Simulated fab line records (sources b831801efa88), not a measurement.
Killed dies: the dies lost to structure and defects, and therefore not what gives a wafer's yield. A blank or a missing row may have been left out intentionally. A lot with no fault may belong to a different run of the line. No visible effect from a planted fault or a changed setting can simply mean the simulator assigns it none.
fab line records | flow sky130
record: lots: 10 wafers: 30 last_day: 50
route steps=708 shown VT_ADJUST_HVTR@142 RES_XHIGH@341 METAL1@451 CAPM@539 PAD_OPEN@708
lots with no fault: from the same line, run without faults
start_h: the number of hours between the record's first day and the start of the first shown wafer of the lot | wait_h: how many hours have passed since the lot's step before this one | " same as the row above | L1.1+2: a row that stands for several wafers | - no value present, or no start provided | * or withheld: withheld | < > ~ a bound
route shown NAME@n: NAME is a module with steps in the file, n the number in the route of the first one | usual: mean/standard deviation taken from wafers without a fault | same: alike in all rows | chamber/n: place in a boat | sites: per-site readings | _std_site: the values' standard deviation | _edge_site: inner sites' mean taken away from outer sites' mean | radius_mm: for every site, how far away it sits from the centre of the wafer | mask NAME#n: copy n | behind: tool/chamber where the wafer was last shaped | hold: the reason the lot was held/the length of the hold in hours/how it ended | device: which transistor (n, p or np) failed to switch | end of line: the tests these same wafers got at the end of their route | step lacking rows: just its recipe | killed: dies lost to structure and defects at the first sort, not the wafer's yield | map: dies across one wafer; x = killed, . = not, _ = none there
set.NAME: the setting the step ran with; set.NAME@STEP: the setting that earlier step ran with | model.NAME: the simulator's own value behind a step, which no gauge read
route steps across a sampled set of lots; one table per step, one row per wafer
services: the hour from which a tool's chamber was out of use, counted from the record's first day as start_h (under 0 if before that day), plus the number of hours and why
== steps ==
step: SKY_VT_ADJUST_HVTR_TW_MEAS_11
usual: VT_ADJUST_HVTR_TW: 209.6/1.8
columns lot.wafer tool chamber start_h wait_h VT_ADJUST_HVTR_TW
L536.1 film_metro-04 - 200.07 0.1 212.7
L536.2 " - " " 211.3
L536.3 " - " " 212.0
L538.3 film_metro-02 - 214.55 0.1 208.7
L538.4 " - " " 209.0
L538.5 " - " " 209.0
L540.1 film_metro-04 - 235.53 0.1 212.4
L540.3 " - " " 211.9
L540.6 " - " " 211.6
L541.3 film_metro-02 - 241.64 0.1 207.7
L541.4 " - " " 207.3
L541.6 " - " " 210.0
L542.3 film_metro-04 - 247.50 0.1 211.6
L542.5 " - " " 212.9
L542.6 " - " " 210.1
L543.2 film_metro-02 - 256.19 0.1 208.3
L543.3 " - " " 207.7
L543.5 " - " " 207.9
L550.1 film_metro-02 - 304.67 0.1 208.4
L550.4 " - " " 208.6
L550.6 " - " " 208.1
L551.1 film_metro-04 - 307.77 0.1 211.7
L551.3 " - " " 210.9
L551.4 " - " " 211.1
L557.1 film_metro-01 - 359.68 0.1 208.4
L557.3 " - " " 208.9
L557.6 " - " " 208.2
L559.1 film_metro-04 - 372.48 0.1 211.9
L559.3 " - " " 210.1
L559.6 " - " " 212.5
step: SKY_RES_XHIGH_TW_MEAS_09
usual: RES_XHIGH_TW: 1647/15
columns lot.wafer tool chamber start_h wait_h RES_XHIGH_TW
L536.1 film_metro-02 - 616.99 0.1 1624
L536.2 " - " " 1625
L536.3 " - " " 1622
L538.3 film_metro-04 - 642.76 0.1 1647
L538.4 " - " " 1645
L538.5 " - " " 1643
L540.1 film_metro-03 - 659.31 0.1 1664
L540.3 " - " " 1658
L540.6 " - " " 1663
L541.3 film_metro-03 - 668.08 0.1 1655
L541.4 " - " " 1649
L541.6 " - " " 1653
L542.3 film_metro-03 - 669.35 0.1 1664
L542.5 " - " " 1659
L542.6 " - " " 1653
L543.2 film_metro-04 - 674.44 0.1 1648
L543.3 " - " " 1671
L543.5 " - " " 1659
L550.1 film_metro-03 - 731.09 0.1 1650
L550.4 " - " " 1653
L550.6 " - " " 1639
L551.1 film_metro-04 - 735.68 0.1 1647
L551.3 " - " " 1649
L551.4 " - " " 1643
L557.1 film_metro-03 - 786.18 0.1 1657
L557.3 " - " " 1654
L557.6 " - " " 1665
L559.1 film_metro-03 - 795.69 0.1 1654
L559.3 " - " " 1665
L559.6 " - " " 1660
step: SKY_METAL1_DESCUM_17
recipe: chemistry: O2 source_power_w: 150 bias_power_w: 0 pressure_mtorr: 10 temp_c: 40 time_s: 8
usual: drypump_motor_current_A: 5.8/0.5 oes_product_au: 0.996/0.014
columns lot.wafer tool chamber start_h wait_h drypump_motor_current_A oes_product_au rf_hours_counter_h
L536.1 rie_metal-03 1 764.99 0.0 6.0 0.976 5
L536.2 " 1 " " 6.0 0.991 -
L536.3 " 1 " " 5.9 0.985 -
L538.3 rie_metal-03 1 788.51 0.0 6.1 0.986 -
L538.4 " 0 " " 6.5 0.999 -
L538.5 " 1 " " 6.0 0.978 -
L540.1 rie_metal-03 1 804.53 0.0 5.9 0.977 6
L540.3 " 0 " " 6.5 0.998 -
L540.6 " 1 " " 5.9 0.979 -
L541.3 rie_metal-02 1 811.92 0.0 5.3 0.989 -
L541.4 " 0 " " 5.8 1.019 -
L541.6 " 1 " " 5.3 0.991 -
L542.3 rie_metal-03 1 813.36 0.0 6.0 0.986 -
L542.5 " 1 " " 6.0 0.992 -
L542.6 " 0 " " 6.5 1.001 -
L543.2 rie_metal-01 0 817.83 0.0 6.2 1.024 7
L543.3 " 0 " " 6.2 1.017 -
L543.5 " 0 " " 6.2 1.015 -
L550.1 rie_metal-01 0 871.25 0.0 6.1 1.000 10
L550.4 " 0 " " 6.1 1.006 -
L550.6 " 0 " " 6.2 1.008 -
L551.1 rie_metal-03 1 875.38 0.0 6.0 0.978 9
L551.3 " 1 " " 6.0 0.975 -
L551.4 " 0 " " 6.5 0.999 -
L557.1 rie_metal-03 1 922.52 0.0 6.0 0.995 11
L557.3 " 0 " " 6.5 0.992 -
L557.6 " 1 " " 6.0 0.993 -
L559.1 rie_metal-01 0 932.22 0.0 6.2 1.004 12
L559.3 " 1 " " 5.0 0.992 -
L559.6 " 0 " " 6.1 1.006 -
step: SKY_CAPM_SPUTTER_02
recipe: material: TiN target_thk_nm: 200 temp_c: 300 power_w: 6500 time_s: 166.7 chamber_pressure_pa: 0.4
usual: substrate_temp_c: 299.97/0.21 throttle_valve_pct: 29.8/0.82
columns lot.wafer tool chamber start_h wait_h substrate_temp_c throttle_valve_pct
L536.1 pvd_sputter-02 - 850.51 0.1 299.80 29.9
L536.2 " - " " 299.68 28.8
L536.3 " - " " 299.98 28.8
L538.3 pvd_sputter-02 - 873.09 0.0 299.63 28.7
L538.4 " - " " 300.13 29.8
L538.5 " - " " 300.33 29.0
L540.1 pvd_sputter-03 - 889.15 0.1 300.17 30.2
L540.3 " - " " 299.79 30.4
L540.6 " - " " 300.10 30.4
L541.3 pvd_sputter-02 - 894.96 0.0 299.98 29.3
L541.4 " - " " 299.98 29.0
L541.6 " - " " 299.82 28.8
L542.3 pvd_sputter-04 - 898.06 0.0 299.93 30.9
L542.5 " - " " 300.01 31.2
L542.6 " - " " 299.70 31.2
L543.2 pvd_sputter-04 - 901.73 0.0 300.01 30.9
L543.3 " - " " 300.19 30.3
L543.5 " - " " 300.32 30.6
L550.1 pvd_sputter-02 - 951.90 0.1 299.87 30.3
L550.4 " - " " 300.17 28.6
L550.6 " - " " 299.54 29.3
L551.1 pvd_sputter-04 - 956.73 0.1 299.74 30.7
L551.3 " - " " 300.13 31.1
L551.4 " - " " 300.26 30.3
L557.1 pvd_sputter-03 - 999.61 0.1 299.63 29.5
L557.3 " - " " 300.10 30.2
L557.6 " - " " 299.84 30.2
L559.1 pvd_sputter-03 - 1009.42 0.1 300.12 29.4
L559.3 " - " " 300.32 30.0
L559.6 " - " " 299.89 29.3
step: SKY_CAPM_RS_MEAS_03
recipe: thk_meas_gauge: four-point-probe reads: TiN_of_CAPM_SPUTTER_02
usual: CAPM_TIN_RS: 6.92/0.098
columns lot.wafer tool chamber start_h wait_h CAPM_TIN_RS[ohm/sq]
L536.1 film_metro-04 - 850.62 0.1 6.79
L536.2 " - " " 6.87
L536.3 " - " " 6.75
L538.3 film_metro-04 - 873.24 0.1 6.91
L538.4 " - " " 6.92
L538.5 " - " " 6.99
L540.1 film_metro-02 - 889.26 0.1 6.99
L540.3 " - " " 7.10
L540.6 " - " " 6.96
L541.3 film_metro-01 - 895.11 0.1 6.98
L541.4 " - " " 6.93
L541.6 " - " " 6.76
L542.3 film_metro-02 - 898.21 0.1 6.92
L542.5 " - " " 6.89
L542.6 " - " " 6.97
L543.2 film_metro-01 - 901.86 0.1 7.02
L543.3 " - " " 6.96
L543.5 " - " " 6.99
L550.1 film_metro-02 - 952.10 0.1 6.89
L550.4 " - " " 6.94
L550.6 " - " " 7.76
L551.1 film_metro-04 - 956.84 0.1 6.93
L551.3 " - " " 7.04
L551.4 " - " " 6.93
L557.1 film_metro-04 - 999.72 0.1 7.17
L557.3 " - " " 6.99
L557.6 " - " " 7.04
L559.1 film_metro-02 - 1009.53 0.1 7.01
L559.3 " - " " 6.93
L559.6 " - " " 6.72
step: SKY_CAPM_THK_MEAS_04
recipe: thk_meas_gauge: xrf reads: TiN_of_CAPM_SPUTTER_02
usual: CAPM_TIN_THK: 193.9/2.8
columns lot.wafer tool chamber start_h wait_h CAPM_TIN_THK[nm]
L536.1 film_metro-04 - 850.74 0.1 196.6
L536.2 " - " " 194.9
L536.3 " - " " 199.2
L538.3 film_metro-04 - 873.34 0.1 192.8
L538.4 " - " " 194.0
L538.5 " - " " 191.6
L540.1 film_metro-02 - 889.38 0.1 192.2
L540.3 " - " " 188.5
L540.6 " - " " 191.9
L541.3 film_metro-01 - 895.21 0.1 192.6
L541.4 " - " " 195.2
L541.6 " - " " 199.4
L542.3 film_metro-02 - 898.31 0.1 194.1
L542.5 " - " " 194.0
L542.6 " - " " 192.4
L543.2 film_metro-01 - 901.97 0.1 193.2
L543.3 " - " " 193.9
L543.5 " - " " 192.2
L550.1 film_metro-02 - 952.22 0.1 194.5
L550.4 " - " " 193.4
L550.6 " - " " 173.9
L551.1 film_metro-04 - 956.96 0.1 192.4
L551.3 " - " " 190.6
L551.4 " - " " 192.9
L557.1 film_metro-04 - 999.84 0.1 188.5
L557.3 " - " " 193.4
L557.6 " - " " 191.8
L559.1 film_metro-02 - 1009.65 0.1 190.2
L559.3 " - " " 193.5
L559.6 " - " " 198.2
step: SKY_CAPM_METAL_ETCH_13
recipe: target_depth_nm: 220 stop_on: SiO2 chemistry: Cl2/BCl3 target: TiN pressure_mtorr: 10 icp_w: 900 bias_w: 48.5 Cl2_flow_sccm: 60 bcl3_flow_sccm: 30 time_s: 62.9
usual: bcl3_flow_sccm: 30.01/0.081 drypump_motor_current_A: 5.8/0.5 oes_product_au: 0.941/0.0089 throttle_valve_pct: 21.902/0.011
columns lot.wafer tool chamber start_h wait_h bcl3_flow_sccm drypump_motor_current_A oes_product_au rf_hours_counter_h throttle_valve_pct
L536.1 rie_metal-01 0 876.13 0.0 29.93 6.2 0.946 10 21.888
L536.2 " 1 " " 30.02 5.0 0.952 11 21.897
L536.3 " 0 " " 30.03 6.1 0.951 - 21.882
L538.3 rie_metal-04 0 898.26 0.1 29.94 5.5 0.940 - 21.902
L538.4 " 0 " " 30.08 5.5 0.946 - 21.909
L538.5 " 0 " " 30.01 5.5 0.936 - 21.915
L540.1 rie_metal-03 0 914.18 0.0 29.93 6.4 0.936 5 21.910
L540.3 " 0 " " 30.15 6.5 0.917 - 21.915
L540.6 " 0 " " 30.18 6.5 0.937 - 21.913
L541.3 rie_metal-01 1 920.47 0.0 29.96 5.0 0.937 - 21.916
L541.4 " 0 " " 29.95 6.2 0.941 - 21.902
L541.6 " 0 " " 29.96 6.2 0.955 - 21.902
L542.3 rie_metal-01 0 923.18 0.0 29.88 6.1 0.946 - 21.901
L542.5 " 0 " " 29.85 6.2 0.943 - 21.895
L542.6 " 1 " " 30.06 5.0 0.936 - 21.894
L543.2 rie_metal-01 1 925.90 0.0 29.96 5.0 0.929 13 21.899
L543.3 " 0 " " 30.00 6.2 0.938 - 21.900
L543.5 " 1 " " 29.89 5.1 0.936 - 21.899
L550.1 rie_metal-04 0 975.53 0.0 29.99 5.5 0.938 6 21.903
L550.4 " 0 " " 30.15 5.5 0.935 - 21.896
L550.6 " 0 " " 30.07 5.5 0.885 - 21.941
L551.1 rie_metal-03 0 980.88 0.0 29.99 6.5 0.943 9 21.920
L551.3 " 1 " " 30.11 5.9 0.932 - 21.916
L551.4 " 0 " " 30.10 6.5 0.943 - 21.900
L557.1 rie_metal-03 1 1022.73 0.0 30.00 6.0 0.911 16 21.908
L557.3 " 1 " " 30.04 6.0 0.929 - 21.893
L557.6 " 1 " " 30.04 6.0 0.929 - 21.903
L559.1 rie_metal-03 0 1031.65 0.0 29.94 6.5 0.933 11 21.888
L559.3 " 0 " " 29.98 6.5 0.936 - 21.890
L559.6 " 0 " " 30.02 6.5 0.963 - 21.885
step: SKY_PAD_OPEN_PROBE_99
usual: defect_limited_yield: 82.5/1.7 killed_at_M0_to_M3: 42/6.1 killed_at_M4_up: 3.1/1.7 killed_at_contacts: 24/5.5 killed_at_front_end: 16/4.1 killed_at_other: 0.3/0.57 killed_dies: 86/8.2 killed_open: 47/6.8 killed_short: 38/5.8 sort_bin_3_pad_short: 0.8/0.42 sort_bin_5_function: 10.2/1.3 sort_bin_6_memory: 6.4/1 sort_n_pass: 406/8.2 sort_yield_pct: 82.5/1.7
same: gross_dies: 492 killed_at_back_side: 0 sort_bin_4_leakage[%]: 0 sort_bin_8_speed[%]: 0
columns lot.wafer tool chamber start_h wait_h defect_limited_yield[%] killed_at_M0_to_M3 killed_at_M4_up killed_at_contacts killed_at_front_end killed_at_other killed_dies killed_open killed_short sort_bin_3_pad_short[%] sort_bin_5_function[%] sort_bin_6_memory[%] sort_n_pass sort_yield_pct[%]
L542.3 prober-02 - 1113.61 0.2 83.3 42 4 21 15 0 82 44 37 0.4 8.7 7.5 410 83.3
L542.5 prober-02 - 1113.71 0.2 81.3 46 5 20 21 0 92 47 45 0.6 10.6 7.5 400 81.3
L542.6 prober-02 - 1113.76 0.2 78.5 41 6 43 16 0 106 59 46 0.8 12.4 8.3 386 78.5
killed by level:class
L542.3 VIA1:geometric_particle:open=9 VIA3:geometric_particle:open=9 METAL1:geometric_particle:short=8 CONTACT:geometric_particle:open=7 METAL2:geometric_particle:short=5 LOCAL_INTERCONNECT:geometric_particle:short=5 POLY_GATE:geometric_particle:open=4 CONTACT:geometric_particle:short=4
L542.5 CONTACT:geometric_particle:open=10 VIA1:geometric_particle:short=9 POLY_GATE:geometric_particle:open=8 LI_CONTACT:geometric_particle:open=7 VIA1:geometric_particle:open=7 VIA3:geometric_particle:open=7 METAL1:geometric_particle:short=6 FIELD_ISO:geometric_particle:short=5
L542.6 CONTACT:geometric_particle:open=14 VIA1:geometric_particle:open=13 LI_CONTACT:geometric_particle:open=12 VIA2:geometric_particle:open=7 LOCAL_INTERCONNECT:geometric_particle:short=7 FIELD_ISO:geometric_particle:short=6 LI_CONTACT:geometric_particle:short=6 METAL4:geometric_particle:short=6
== services ==
columns tool chamber start_h hours kind
pvd_sputter-04 - 753.22 3.7 repair
rie_metal-02 - 755.01 14.0 repair
rie_metal-03 0 755.92 - clean
rie_metal-03 0 755.92 16.3 scheduled_down
rie_metal-03 0 755.92 16.3 vent_cycle
pvd_sputter-03 - 771.79 1.0 repair
pvd_sputter-02 - 781.91 27.5 repair
pvd_sputter-02 3 832.59 - consumable_replace:kit
rie_metal-03 - 838.19 2.5 repair
pvd_sputter-02 - 844.04 1.2 repair
pvd_sputter-02 - 845.29 1.3 repair
pvd_sputter-02 - 845.80 3.6 repair
rie_metal-02 - 851.35 14.6 pm
rie_metal-01 - 854.96 2.8 pm
pvd_sputter-02 - 887.66 3.5 repair
pvd_sputter-03 - 912.59 0.9 repair
pvd_sputter-03 - 920.81 3.0 repair
pvd_sputter-04 - 921.56 5.2 repair
rie_metal-02 0 943.53 19.4 repair
pvd_sputter-02 - 975.97 0.8 repair
pvd_sputter-03 - 981.53 1.4 repair
pvd_sputter-04 - 992.72 8.0 repair
rie_metal-03 - 1021.09 1.5 repair
rie_metal-02 - 1025.07 2.8 pm
== key ==
first_sign: step: SKY_CAPM_RS_MEAS_03 reading: CAPM_TIN_RS direction: up sigmas: 8.6 usual: 6.92 struck: 7.76
effect: step: SKY_CAPM_THK_MEAS_04 reading: CAPM_TIN_THK direction: down sigmas: 7.1 usual: 193.9 struck: 173.9
effect: step: SKY_CAPM_METAL_ETCH_13 reading: oes_product_au direction: down sigmas: 6.3 usual: 0.941 struck: 0.885
met_at SKY_CAPM_SPUTTER_02
struck_lots L550
struck_wafers L550.6
not_acting_at SKY_VT_ADJUST_HVTR_TW_MEAS_11,SKY_RES_XHIGH_TW_MEAS_09,SKY_METAL1_DESCUM_17
onset_between 894.96 951.90
fault: kind: process_parameter_drift tool: pvd_sputter-02 chamber: - onset_h: 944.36 steps: SKY_CAPM_SPUTTER_02 channel: time_s offset: * shape: step end_h: 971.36 scope: struck_wafers_only acts_in: * stated: *
